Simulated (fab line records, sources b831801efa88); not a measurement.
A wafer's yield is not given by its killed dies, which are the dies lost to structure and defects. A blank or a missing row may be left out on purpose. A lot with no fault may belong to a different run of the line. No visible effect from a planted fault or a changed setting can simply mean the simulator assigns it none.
fab line records	flow gf180mcu	part 1 of 2: steps 1 to 27 of 36
[record] lots = 5	wafers = 15	last-day = 34
route steps=602 shown M3@417 V3@429
lots untouched by any fault: they come from a run of this same line in which no faults occurred
start-h: hours from the record's opening day to when the first of the lot's shown wafers began	wait-h: time in hours since the lot's previous step	" same as the row above	L1.1+2: one row covering several wafers at once	- no value, or no start given	* or withheld: withheld	< > ~ a bound
route shown NAME@n: a module of which the file shows steps, and the number in the route of the first	usual: mean/standard deviation of fault-free wafers	same: alike in all rows	chamber/n: place in a boat	sites: each site's reading	_std_site: their standard deviation	_edge_site: the outer-site mean with the inner-site mean subtracted	radius-mm: for every site, how far away it sits from the centre of the wafer	mask NAME#n: copy n	behind: the most recent tool/chamber to have shaped the wafer	hold: why the lot went on hold/how many hours it stayed there/how the hold came to an end	device: whichever transistor did not switch (one of n, p or np)	end of line: the tests these same wafers got at the end of their route	a step with no rows: only its recipe	killed: at the first sort, the dies lost to defects and structure; wafer yield is something else	map: dies across one wafer; x = killed, . = not, _ = none there
set.NAME: setting as actually run; set.NAME@STEP: the setting as run at that earlier step	model.NAME: the simulator's own value behind a step, which no gauge read
certain route steps with their lots: each step a table, each wafer a row
services: a tool's chamber out of use, with start hour (start-h, from the record's first day; less than 0 if before it), hours out, and reason
[[steps]]
[step GF_M3_HMDS_08]
[recipe] prime-time-s = 60	prime-temp-c = 120
[usual] resist-line-temp-C = 22.98/0.1
lot.wafer	tool	chamber	start-h	wait-h	resist-line-temp-C
L081.3	litho-track-04	0	556.99	0.1	22.90
L081.4	"	0	"	"	22.89
L081.6	"	0	"	"	22.99
L084.2	litho-track-04	0	564.42	0.1	22.82
L084.4	"	0	"	"	22.92
L084.6	"	0	"	"	22.81
L095.1	litho-track-04	0	640.04	0.1	22.96
L095.5	"	0	"	"	22.99
L095.6	"	0	"	"	22.95
L096.1	litho-track-04	0	647.14	0.1	22.91
L096.4	"	0	"	"	23.14
L096.5	"	0	"	"	22.93
L097.1	litho-track-04	0	652.34	0.1	22.83
L097.2	"	0	"	"	23.03
L097.3	"	0	"	"	23.02
[step GF_M3_COAT_09]
[recipe] resist = KrF	spin-rpm = withheld	resist-thk-nm = 1015
[usual] resist-line-temp-C = 23.02/0.12
lot.wafer	tool	chamber	start-h	wait-h	resist-line-temp-C
L081.3	litho-track-04	0	557.14	0.1	23.00
L081.4	"	0	"	"	22.97
L081.6	"	0	"	"	22.92
L084.2	litho-track-04	0	564.57	0.1	23.08
L084.4	"	0	"	"	22.88
L084.6	"	0	"	"	22.92
L095.1	litho-track-04	0	640.19	0.1	22.96
L095.5	"	0	"	"	23.19
L095.6	"	0	"	"	23.09
L096.1	litho-track-04	0	647.29	0.1	23.17
L096.4	"	0	"	"	22.82
L096.5	"	0	"	"	23.01
L097.1	litho-track-04	0	652.49	0.1	23.12
L097.2	"	0	"	"	23.20
L097.3	"	0	"	"	23.17
[step GF_M3_SOFTBAKE_10]
[recipe] temp-c = 130	time-s = 60	resist = KrF
[usual] resist-line-temp-C = 23.02/0.1
lot.wafer	tool	chamber	start-h	wait-h	resist-line-temp-C
L081.3	litho-track-04	0	557.29	0.1	23.04
L081.4	"	0	"	"	23.09
L081.6	"	0	"	"	23.05
L084.2	litho-track-04	0	564.72	0.1	22.86
L084.4	"	0	"	"	22.95
L084.6	"	0	"	"	22.98
L095.1	litho-track-04	0	640.34	0.1	23.06
L095.5	"	0	"	"	22.94
L095.6	"	0	"	"	22.96
L096.1	litho-track-04	0	647.44	0.1	22.93
L096.4	"	0	"	"	22.86
L096.5	"	0	"	"	22.88
L097.1	litho-track-04	0	652.64	0.1	23.21
L097.2	"	0	"	"	23.04
L097.3	"	0	"	"	23.07
[step GF_M3_EXPOSE_11]
[recipe] mask-id = Metal3	target-cd-nm = 280	na = 0.68	source-shape = conventional	sigma-outer = 0.6	dose-mj = 28
lot.wafer	tool	chamber	start-h	wait-h	mask
L081.3+4+6	krf-scanner-02	0	-	-	Metal3#0
L084.2+4+6	krf-scanner-02	0	-	-	Metal3#0
L095.1+5+6	krf-scanner-02	0	-	-	Metal3#0
L096.1+4+5	krf-scanner-02	0	-	-	Metal3#0
L097.1+2+3	krf-scanner-02	0	-	-	Metal3#0
[step GF_M3_PEB_12]
[recipe] peb-temp-c = 135	peb-time-s = 90	resist = KrF
[usual] resist-line-temp-C = 23.00/0.1
lot.wafer	tool	chamber	start-h	wait-h	resist-line-temp-C
L081.3	litho-track-01	0	-	-	23.09
L081.4	"	0	"	"	23.19
L081.6	"	0	"	"	23.07
L084.2	litho-track-03	0	-	-	23.14
L084.4	"	0	"	"	23.04
L084.6	"	0	"	"	23.11
L095.1	litho-track-04	0	-	-	22.99
L095.5	"	0	"	"	23.01
L095.6	"	0	"	"	23.04
L096.1	litho-track-04	0	-	-	23.13
L096.4	"	0	"	"	23.04
L096.5	"	0	"	"	22.93
L097.1	litho-track-01	0	-	-	23.00
L097.2	"	0	"	"	23.06
L097.3	"	0	"	"	22.99
[step GF_M3_DEVELOP_13]
[recipe] develop-time-s = 60	dev-temp-c = 21
[usual] resist-line-temp-C = 22.98/0.093
lot.wafer	tool	chamber	start-h	wait-h	resist-line-temp-C
L081.3	litho-track-01	0	568.58	0.1	22.88
L081.4	"	0	"	"	23.07
L081.6	"	0	"	"	23.00
L084.2	litho-track-03	0	574.86	0.2	22.74
L084.4	"	0	"	"	22.92
L084.6	"	0	"	"	22.70
L095.1	litho-track-04	0	650.44	0.2	23.06
L095.5	"	0	"	"	22.92
L095.6	"	0	"	"	23.17
L096.1	litho-track-04	0	657.29	0.2	23.13
L096.4	"	0	"	"	23.07
L096.5	"	0	"	"	23.09
L097.1	litho-track-01	0	661.83	0.2	23.09
L097.2	"	0	"	"	23.08
L097.3	"	0	"	"	22.87
[step GF_M3_CD_MEAS_14]
[recipe] target-cd-nm = 280
[usual] cd-nm = 279.7/1.2
lot.wafer	tool	chamber	start-h	wait-h	cd-nm
L081.3	cd-sem-01	-	568.72	0.1	279.2
L081.4	"	-	"	"	279.7
L081.6	"	-	"	"	279.6
L084.2	cd-sem-01	-	575.01	0.1	279.4
L084.4	"	-	"	"	279.7
L084.6	"	-	"	"	279.5
L095.1	cd-sem-01	-	650.59	0.1	279.2
L095.5	"	-	"	"	280.2
L095.6	"	-	"	"	279.8
L096.1	cd-sem-01	-	657.44	0.1	280.8
L096.4	"	-	"	"	280.0
L096.5	"	-	"	"	282.7
L097.1	cd-sem-02	-	661.98	0.1	278.5
L097.2	"	-	"	"	279.2
L097.3	"	-	"	"	278.8
[step GF_M3_OVL_MEAS_15]
[usual] M3_OVL = -2/4.9
lot.wafer	tool	chamber	start-h	wait-h	M3_OVL[nm]
L081.3	overlay-01	-	568.81	0.1	-3
L081.4	"	-	"	"	2
L081.6	"	-	"	"	6
L084.2	overlay-01	-	575.11	0.1	1
L084.4	"	-	"	"	-1
L084.6	"	-	"	"	-3
L095.1	overlay-02	-	650.71	0.1	6
L095.5	"	-	"	"	5
L095.6	"	-	"	"	1
L096.1	overlay-02	-	657.56	0.1	-2
L096.4	"	-	"	"	-2
L096.5	"	-	"	"	2
L097.1	overlay-01	-	662.10	0.1	-2
L097.2	"	-	"	"	8
L097.3	"	-	"	"	-6
[step GF_M3_METAL_ETCH_16]
[recipe] chemistry = Cl2/BCl3	mask-material = KrF	target-depth-nm = 627.5	stop-on = SiO2	pressure-mtorr = 8	icp-w = 800	bias-w = 140	Cl2_flow_sccm = 80	bcl3-flow-sccm = 40	time-s = 104.6
[usual] drypump-motor-current-A = 5.8/0.5	mfc-cl2-sccm = 79.98/0.21	oes-product-au = 0.971/0.0056	throttle-valve-pct = 28.251/0.01
lot.wafer	tool	chamber	start-h	wait-h	drypump-motor-current-A	mfc-cl2-sccm	oes-product-au	rf-hours-counter-h	throttle-valve-pct
L081.3	rie-metal-04	1	568.88	0.1	5.5	79.82	0.968	-	28.264
L081.4	"	0	"	"	6.3	80.14	0.973	-	28.252
L081.6	"	0	"	"	6.3	79.79	0.966	-	28.262
L084.2	rie-metal-03	1	575.14	0.0	5.1	79.76	0.969	0.8	28.252
L084.4	"	1	"	"	5.1	79.64	0.968	-	28.267
L084.6	"	0	"	"	5.6	79.77	0.975	-	28.241
L095.1	rie-metal-03	0	650.75	0.0	5.6	80.15	0.977	10.2	28.252
L095.5	"	0	"	"	5.6	79.85	0.982	-	28.257
L095.6	"	1	"	"	5.1	79.67	0.975	-	28.253
L096.1	rie-metal-01	0	657.60	0.0	6.6	80.42	0.975	9.6	28.237
L096.4	"	1	"	"	5.8	79.62	0.977	-	28.260
L096.5	"	0	"	"	6.6	80.25	0.976	-	28.240
L097.1	rie-metal-03	0	662.14	0.0	5.6	79.78	0.965	10.6	28.281
L097.2	"	1	"	"	5.1	80.11	0.971	3.5	28.245
L097.3	"	0	"	"	5.6	79.94	0.977	-	28.232
[step GF_M3_STRIP_17]
[recipe] chemistry = O2/N2	power-w = 1400	pressure-mtorr = 1500	platen-temp-c = 250	o2-flow-sccm = 3000	n2-flow-sccm = 300	overash-fraction = 0.5
[usual] drypump-motor-current-A = 5.8/0.42	heater-power-w = 304/9.5	n2-flow-sccm = 300.1/0.91	o2-flow-sccm = 2999/7.9	oes-product-au = 0.565/0.0048	strip-time-to-endpoint-s = 8.05/0.045
lot.wafer	tool	chamber	start-h	wait-h	drypump-motor-current-A	heater-power-w	n2-flow-sccm	o2-flow-sccm	oes-product-au	rf-hours-counter-h	strip-time-to-endpoint-s
L081.3	plasma-asher-01	1	568.98	0.1	5.7	298	299.7	2993	0.554	-	7.95
L081.4	"	0	"	"	5.4	319	300.9	2986	0.571	-	8.07
L081.6	"	1	"	"	5.7	300	299.3	2994	0.569	-	8.07
L084.2	plasma-asher-03	0	575.26	0.1	6.5	288	299.6	2996	0.566	89	8.02
L084.4	"	0	"	"	6.5	303	301.4	3007	0.564	-	8.07
L084.6	"	0	"	"	6.5	300	300.6	3013	0.566	-	7.97
L095.1	plasma-asher-02	1	650.86	0.1	5.3	318	300.5	3014	0.567	23	7.98
L095.5	"	0	"	"	5.5	306	299.8	2997	0.563	-	8.02
L095.6	"	1	"	"	5.3	318	301.0	2991	0.567	-	8.04
L096.1	plasma-asher-02	0	657.71	0.1	5.5	298	300.0	3003	0.571	24	8.14
L096.4	"	0	"	"	5.6	302	299.8	3001	0.572	-	8.10
L096.5	"	1	"	"	5.3	310	299.1	3002	0.571	-	8.15
L097.1	plasma-asher-02	1	662.25	0.1	5.3	317	299.0	3014	0.562	25	7.99
L097.2	"	0	"	"	5.5	304	299.2	3018	0.567	25	8.02
L097.3	"	0	"	"	5.6	304	299.7	3007	0.568	-	8.00
[step GF_M3_STRIP_18]
[recipe] chemistry = post-etch-residue-remover	time-s = 1200	temp-c = 72.5
lot.wafer	tool	chamber	start-h	wait-h
L081.3+4+6	wet-bench-02	0	569.05	0.0
L084.2+4+6	wet-bench-04	2	575.36	0.1
L095.1+5+6	wet-bench-04	3	650.96	0.1
L096.1+4+5	wet-bench-02	3	657.81	0.1
L097.1+2+3	wet-bench-03	2	662.35	0.1
[step GF_M3_CLEAN_19]
[recipe] chemistry = DIW	dry = n2-spin
lot.wafer	tool	chamber	start-h	wait-h
L081.3+4+6	wet-bench-03	1	569.39	0.0
L084.2+4+6	wet-bench-02	2	575.70	0.0
L095.1+5+6	wet-bench-02	0	651.30	0.0
L096.1+4+5	wet-bench-04	0	658.15	0.0
L097.1+2+3	wet-bench-02	0	663.03	0.0
[step GF_V3_CVD_00]
[recipe] material = SiO2	target-thk-nm = 600	sigma-open-frac = 0.3	temp-c = 400	time-s = 100	sih4-flow-sccm = 60	pressure-mtorr = 6
lot.wafer	tool	chamber	start-h	wait-h
L081.3+4+6	hdpcvd-01	1,1,2	569.49	0.0
L084.2+4+6	hdpcvd-01	0,2,1	575.79	0.0
L095.1+5+6	hdpcvd-02	1,1,2	651.39	0.0
L096.1+4+5	hdpcvd-02	1,1,0	658.24	0.0
L097.1+2+3	hdpcvd-02	2,1,0	663.12	0.0
[step GF_V3_THK_MEAS_01]
[recipe] reads = SiO2_of_V3_CVD_00
[usual] V3_CVD_00_THK = 598/7.3
lot.wafer	tool	chamber	start-h	wait-h	V3_CVD_00_THK[nm]
L081.3	film-metro-04	-	569.58	0.1	598
L081.4	"	-	"	"	598
L081.6	"	-	"	"	601
L084.2	film-metro-04	-	575.87	0.0	596
L084.4	"	-	"	"	603
L084.6	"	-	"	"	597
L095.1	film-metro-01	-	651.47	0.0	591
L095.5	"	-	"	"	587
L095.6	"	-	"	"	587
L096.1	film-metro-03	-	658.35	0.1	592
L096.4	"	-	"	"	599
L096.5	"	-	"	"	598
L097.1	film-metro-03	-	663.20	0.0	583
L097.2	"	-	"	"	594
L097.3	"	-	"	"	597
[step GF_V3_CVD_02]
[recipe] material = SiO2	target-thk-nm = 850	precursor = TEOS	temp-c = 400	time-s = 94.851	rf-w = 600
[usual] heater-power-w = 595/77
lot.wafer	tool	chamber	start-h	wait-h	heater-power-w
L081.3	pecvd-04	1	569.62	0.0	443
L081.4	"	2	"	"	563
L081.6	"	1	"	"	484
L084.2	pecvd-03	0	575.92	0.0	642
L084.4	"	2	"	"	621
L084.6	"	1	"	"	699
L095.1	pecvd-02	1	651.53	0.1	604
L095.5	"	1	"	"	620
L095.6	"	0	"	"	593
L096.1	pecvd-04	1	658.41	0.1	466
L096.4	"	1	"	"	507
L096.5	"	2	"	"	519
L097.1	pecvd-04	1	663.26	0.1	489
L097.2	"	0	"	"	625
L097.3	"	2	"	"	500
[step GF_V3_THK_MEAS_03]
[recipe] reads = SiO2_of_V3_CVD_02
[usual] V3_CVD_02_THK = 849/11
lot.wafer	tool	chamber	start-h	wait-h	V3_CVD_02_THK[nm]
L081.3	film-metro-03	-	569.71	0.1	843
L081.4	"	-	"	"	863
L081.6	"	-	"	"	860
L084.2	film-metro-03	-	576.00	0.0	841
L084.4	"	-	"	"	847
L084.6	"	-	"	"	865
L095.1	film-metro-04	-	651.60	0.0	847
L095.5	"	-	"	"	866
L095.6	"	-	"	"	857
L096.1	film-metro-04	-	658.48	0.0	855
L096.4	"	-	"	"	871
L096.5	"	-	"	"	861
L097.1	film-metro-04	-	663.33	0.0	859
L097.2	"	-	"	"	847
L097.3	"	-	"	"	855
[step GF_V3_CMP_04]
[recipe] material = SiO2	down-force-psi = 4	platen-rpm = 60	pad-velocity-m-s = 0.94248
[usual] motor-current-A = 11.5/0.67	time-to-endpoint-s = 81/5.5
lot.wafer	tool	chamber	start-h	wait-h	motor-current-A	time-to-endpoint-s
L081.4	cmp-02	3	569.85	0.1	11.8	91
L081.3	"	0	"	"	11.4	82
L081.6	"	2	"	"	10.9	83
L084.4	cmp-02	0	576.05	0.0	12.3	84
L084.2	"	2	"	"	10.9	78
L084.6	"	1	"	"	12.5	89
L095.1	cmp-01	0	651.66	0.1	10.4	77
L095.6	"	0	"	"	10.9	82
L095.5	"	1	"	"	10.5	82
L096.4	cmp-02	1	658.59	0.1	12.4	84
L096.1	"	2	"	"	10.6	78
L096.5	"	0	"	"	11.6	81
L097.2	cmp-02	1	663.39	0.0	12.2	78
L097.3	"	2	"	"	10.6	76
L097.1	"	0	"	"	12.0	83
[step GF_V3_BOW_MEAS_05]
[recipe] mode = bow
[usual] V3_BOW = 117/9
lot.wafer	tool	chamber	start-h	wait-h	V3_BOW[um]
L081.3	film-metro-04	-	570.09	0.1	128
L081.4	"	-	"	"	115
L081.6	"	-	"	"	128
L084.2	film-metro-04	-	576.37	0.2	120
L084.4	"	-	"	"	122
L084.6	"	-	"	"	101
L095.1	film-metro-01	-	651.96	0.2	121
L095.5	"	-	"	"	109
L095.6	"	-	"	"	109
L096.1	film-metro-04	-	658.84	0.1	98
L096.4	"	-	"	"	115
L096.5	"	-	"	"	105
L097.1	film-metro-04	-	663.69	0.1	126
L097.2	"	-	"	"	120
L097.3	"	-	"	"	133
[step GF_V3_DEHYDRATE_06]
[recipe] temp-c = 200	time-s = 60
[usual] resist-line-temp-C = 22.98/0.092
lot.wafer	tool	chamber	start-h	wait-h	resist-line-temp-C
L081.3	litho-track-02	0	580.03	9.9	22.85
L081.4	"	0	"	"	23.03
L081.6	"	0	"	"	22.86
L084.2	litho-track-02	0	586.81	10.4	23.00
L084.4	"	0	"	"	23.01
L084.6	"	0	"	"	23.06
L095.1	litho-track-04	0	660.69	8.7	22.79
L095.5	"	0	"	"	23.12
L095.6	"	0	"	"	23.06
L096.1	litho-track-03	0	667.94	9.1	22.95
L096.4	"	0	"	"	23.01
L096.5	"	0	"	"	23.01
L097.1	litho-track-03	0	672.59	8.9	22.98
L097.2	"	0	"	"	23.00
L097.3	"	0	"	"	22.79
[step GF_V3_HMDS_07]
[recipe] prime-time-s = 60	prime-temp-c = 120
[usual] resist-line-temp-C = 23.02/0.11
lot.wafer	tool	chamber	start-h	wait-h	resist-line-temp-C
L081.3	litho-track-02	0	580.18	0.1	22.95
L081.4	"	0	"	"	23.06
L081.6	"	0	"	"	22.86
L084.2	litho-track-02	0	586.96	0.1	23.00
L084.4	"	0	"	"	22.87
L084.6	"	0	"	"	22.89
L095.1	litho-track-04	0	660.84	0.1	23.01
L095.5	"	0	"	"	23.16
L095.6	"	0	"	"	22.95
L096.1	litho-track-03	0	668.09	0.1	23.00
L096.4	"	0	"	"	23.19
L096.5	"	0	"	"	23.31
L097.1	litho-track-03	0	672.74	0.1	23.07
L097.2	"	0	"	"	22.96
L097.3	"	0	"	"	22.94
[step GF_V3_COAT_08]
[recipe] resist = BARC	temp-c = withheld	time-s = withheld	spin-rpm = withheld	resist-thk-nm = withheld
[usual] resist-line-temp-C = *
lot.wafer	tool	chamber	start-h	wait-h	resist-line-temp-C
L081.3	litho-track-02	0	580.33	0.1	*
L081.4	"	0	"	"	*
L081.6	"	0	"	"	*
L084.2	litho-track-02	0	587.11	0.1	*
L084.4	"	0	"	"	*
L084.6	"	0	"	"	*
L095.1	litho-track-04	0	660.99	0.1	*
L095.5	"	0	"	"	*
L095.6	"	0	"	"	*
L096.1	litho-track-03	0	668.24	0.1	*
L096.4	"	0	"	"	*
L096.5	"	0	"	"	*
L097.1	litho-track-03	0	672.89	0.1	*
L097.2	"	0	"	"	*
L097.3	"	0	"	"	*
[step GF_V3_COAT_09]
[recipe] resist = KrF	spin-rpm = withheld	resist-thk-nm = 1000
[usual] resist-line-temp-C = 22.99/0.099
lot.wafer	tool	chamber	start-h	wait-h	resist-line-temp-C
L081.3	litho-track-02	0	-	-	23.01
L081.4	"	0	"	"	23.04
L081.6	"	0	"	"	23.12
L084.2	litho-track-02	0	-	-	22.86
L084.4	"	0	"	"	22.93
L084.6	"	0	"	"	22.96
L095.1	litho-track-04	0	-	-	22.93
L095.5	"	0	"	"	22.96
L095.6	"	0	"	"	22.97
L096.1	litho-track-03	0	-	-	23.08
L096.4	"	0	"	"	22.86
L096.5	"	0	"	"	22.96
L097.1	litho-track-03	0	-	-	22.94
L097.2	"	0	"	"	23.04
L097.3	"	0	"	"	23.15
[step GF_V3_SOFTBAKE_10]
[recipe] temp-c = 130	time-s = 60	resist = KrF
[usual] resist-line-temp-C = 22.99/0.11
lot.wafer	tool	chamber	start-h	wait-h	resist-line-temp-C
L081.3	litho-track-02	0	-	-	23.29
L081.4	"	0	"	"	22.99
L081.6	"	0	"	"	23.12
L084.2	litho-track-02	0	-	-	22.92
L084.4	"	0	"	"	23.06
L084.6	"	0	"	"	23.18
L095.1	litho-track-04	0	-	-	22.86
L095.5	"	0	"	"	22.87
L095.6	"	0	"	"	22.79
L096.1	litho-track-03	0	-	-	23.16
L096.4	"	0	"	"	23.07
L096.5	"	0	"	"	22.92
L097.1	litho-track-03	0	-	-	22.85
L097.2	"	0	"	"	22.90
L097.3	"	0	"	"	22.91
[step GF_V3_EXPOSE_11]
[recipe] mask-id = Via3	target-cd-nm = 260	na = 0.68	source-shape = conventional	sigma-outer = 0.6	dose-mj = 38
lot.wafer	tool	chamber	start-h	wait-h	mask
L081.3+4+6	krf-scanner-02	0	-	-	Via3#0
L084.2+4+6	krf-scanner-01	0	-	-	Via3#0
L095.1+5+6	krf-scanner-01	0	-	-	Via3#0
L096.1+4+5	krf-scanner-01	0	-	-	Via3#0
L097.1+2+3	krf-scanner-02	0	-	-	Via3#0
[step GF_V3_PEB_12]
[recipe] peb-temp-c = 135	peb-time-s = 93.62	resist = KrF
[usual] plate-sensor-t-centre-C = 136.13/0.0092	plate-sensor-t-edge-C = 136.29/0.0088	resist-line-temp-C = 23.01/0.094
lot.wafer	tool	chamber	start-h	wait-h	plate-sensor-t-centre-C	plate-sensor-t-edge-C	resist-line-temp-C
L081.3	litho-track-04	0	-	-	136.12	136.31	22.98
L081.4	"	0	"	"	136.12	136.29	22.99
L081.6	"	0	"	"	136.12	136.3	22.97
L084.2	litho-track-02	0	-	-	136.12	136.29	22.90
L084.4	"	0	"	"	136.11	136.3	23.02
L084.6	"	0	"	"	136.14	136.31	23.03
L095.1	litho-track-04	0	-	-	136.13	136.29	22.99
L095.5	"	0	"	"	136.12	136.32	22.96
L095.6	"	0	"	"	136.11	136.3	23.03
L096.1	litho-track-04	0	-	-	136.14	136.3	23.13
L096.4	"	0	"	"	136.14	136.29	23.00
L096.5	"	0	"	"	136.14	136.29	23.03
L097.1	litho-track-04	0	-	-	136.11	136.29	23.02
L097.2	"	0	"	"	136.12	136.3	23.03
L097.3	"	0	"	"	136.12	136.31	23.04
[step GF_V3_DEVELOP_13]
[recipe] develop-time-s = 60	resist = KrF	dev-temp-c = 21
[usual] resist-line-temp-C = 22.98/0.1
lot.wafer	tool	chamber	start-h	wait-h	resist-line-temp-C
L081.3	litho-track-04	0	590.79	0.1	22.94
L081.4	"	0	"	"	22.99
L081.6	"	0	"	"	22.99
L084.2	litho-track-02	0	597.31	0.2	23.07
L084.4	"	0	"	"	22.98
L084.6	"	0	"	"	22.84
L095.1	litho-track-04	0	670.44	0.2	22.85
L095.5	"	0	"	"	22.99
L095.6	"	0	"	"	23.02
L096.1	litho-track-04	0	678.04	0.2	22.79
L096.4	"	0	"	"	22.99
L096.5	"	0	"	"	22.98
L097.1	litho-track-04	0	681.79	0.2	23.13
L097.2	"	0	"	"	23.06
L097.3	"	0	"	"	23.08
[step GF_V3_CD_MEAS_14]
[recipe] target-cd-nm = 260
[usual] cd-nm = 260.1/1.2
lot.wafer	tool	chamber	start-h	wait-h	cd-nm
L081.3	cd-sem-02	-	590.93	0.1	260.9
L081.4	"	-	"	"	261.0
L081.6	"	-	"	"	260.8
L084.2	cd-sem-02	-	597.45	0.1	257.9
L084.4	"	-	"	"	259.5
L084.6	"	-	"	"	258.5
L095.1	cd-sem-02	-	670.59	0.1	259.8
L095.5	"	-	"	"	260.2
L095.6	"	-	"	"	259.1
L096.1	cd-sem-02	-	678.25	0.2	260.6
L096.4	"	-	"	"	261.3
L096.5	"	-	"	"	261.0
L097.1	cd-sem-01	-	681.94	0.1	261.2
L097.2	"	-	"	"	260.6
L097.3	"	-	"	"	259.9
